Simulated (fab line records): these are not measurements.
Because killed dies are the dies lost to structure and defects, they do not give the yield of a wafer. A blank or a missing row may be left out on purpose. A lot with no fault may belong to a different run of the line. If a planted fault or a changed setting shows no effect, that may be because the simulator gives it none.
Code-filled problem report in 8D (eight disciplines) form | flow sky130 | the parts of the form that need people (team, actions taken, sign-off) are left out

## 1. WHAT IS WRONG
VIA2_HDPCVD_THK at SKY_VIA2_THK_MEAS_01 reads a mean of 1420 nm on 1 wafer of 1 lot; wafers without a fault read 1178 nm with a standard deviation of 13. Measured from the usual mean, that is +19 standard deviations.
First observed at day 39 10:17: wafer L572.1, on film_metro-02. Wafers with a number at this step in the record: 33, from 11 lots. The rule behind "out" and "out of limits": a value lying over 4 standard deviations away from the usual mean. The rest of the wafers with a number are treated as sound.

## 2. WHAT IT IS AND WHAT IT IS NOT
question                    | is                | is not
which readings at this step | VIA2_HDPCVD_THK   | -
which lots                  | L572              | L559, L560, L561, L562, L563, L566, L567, L568, L569, L573
which wafers of those lots  | L572.1            | L572.2, L572.4
read on which gauges        | film_metro-02     | film_metro-03, film_metro-04
when                        | from day 39 10:17 | up to then (29 sound wafers); but 3 sound wafers of L573 came after

## 3. WHAT RULES OUT EACH SUSPECT
Counting: a tool at a process step up to the reading stays a suspect if it ran every lot that is out. Sound lots after the first of them don't rule it out here, since some wafers of a struck lot are sound.
- the gauge at SKY_VIA2_THK_MEAS_01 is ruled out. All the wafers that are out were read on film_metro-02, but those of them that SKY_VIA2_HDPCVD_00 has rows for are out there too, on other tools.
- pvd_sputter-04 at SKY_METAL2_SPUTTER_00 (material Ti, target thk 15 nm, time 10 s): kept. L572, the lot that is out, went through it at day 38 08:33; up to then, the latest sound lot through it was L569 at day 37 19:38.
- pvd_sputter-04 at SKY_METAL2_SPUTTER_03 (material Ti, target thk 5 nm, time 3.3 s): kept. L572, the lot that is out, went through it at day 38 08:38; up to then, the latest sound lot through it was L569 at day 37 19:43.
- hdpcvd-01 at SKY_VIA2_HDPCVD_00 (deposits SiO2, target thk 1180 nm, time 196.7 s): kept. L572, the lot that is out, went through it at day 39 10:10; up to then, the latest sound lot through it was L569 at day 38 21:55. Its own sih4_flow_sccm readings are out on those wafers.
- Within hdpcvd-01 at SKY_VIA2_HDPCVD_00: the wafers that are out ran in chamber 0; their sound lot-mates ran in chambers 1, 2.
Left after counting: pvd_sputter-04 at SKY_METAL2_SPUTTER_00, pvd_sputter-04 at SKY_METAL2_SPUTTER_03, hdpcvd-01 at SKY_VIA2_HDPCVD_00.

## 4. THE CAUSE (what the simulator had put in)
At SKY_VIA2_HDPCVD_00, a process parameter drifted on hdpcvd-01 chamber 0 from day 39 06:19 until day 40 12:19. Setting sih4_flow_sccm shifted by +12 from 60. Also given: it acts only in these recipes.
Counting leaves 3 suspects; this tool is one of them.

## 5. THE EFFECT CHAIN, in route order
One row per reading whose mean, taken over the struck wafers that have a number, lies over 3 standard deviations from the usual. Only readings for which the record gives a usual standard deviation are gone through. hours: the time from each lot's start at the first step in this table that gives one to its start at this step, as a median over the lots. sigmas: the change in usual standard deviations.
hours | step                 | reading         | usual      | on struck wafers | change | sigmas
0     | SKY_VIA2_HDPCVD_00   | sih4_flow_sccm  | 60.00 sccm | 71.88            | +11.88 | +70
0     | SKY_VIA2_THK_MEAS_01 | VIA2_HDPCVD_THK | 1178 nm    | 1420             | +242   | +19
It contains these process steps:
- SKY_VIA2_HDPCVD_00: deposits SiO2, target thk 1180 nm, time 196.7 s.

## 6. HOW IT WOULD HAVE BEEN CAUGHT EARLIER
Counted from the fault's start at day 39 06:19, it took 4 hours until the first out-of-limits reading at a measuring or inspecting step in this record, taken at day 39 10:17.
At SKY_VIA2_HDPCVD_00, the tool's own readings (sih4_flow_sccm) were out on each struck wafer the step has a row for, so an alarm limit on them would have fired on the first such wafer.
All the lots that are out (1) had begun SKY_VIA2_HDPCVD_00 on hdpcvd-01 by day 39 10:17. Had the tool been put on hold then, not one of them would have been saved.
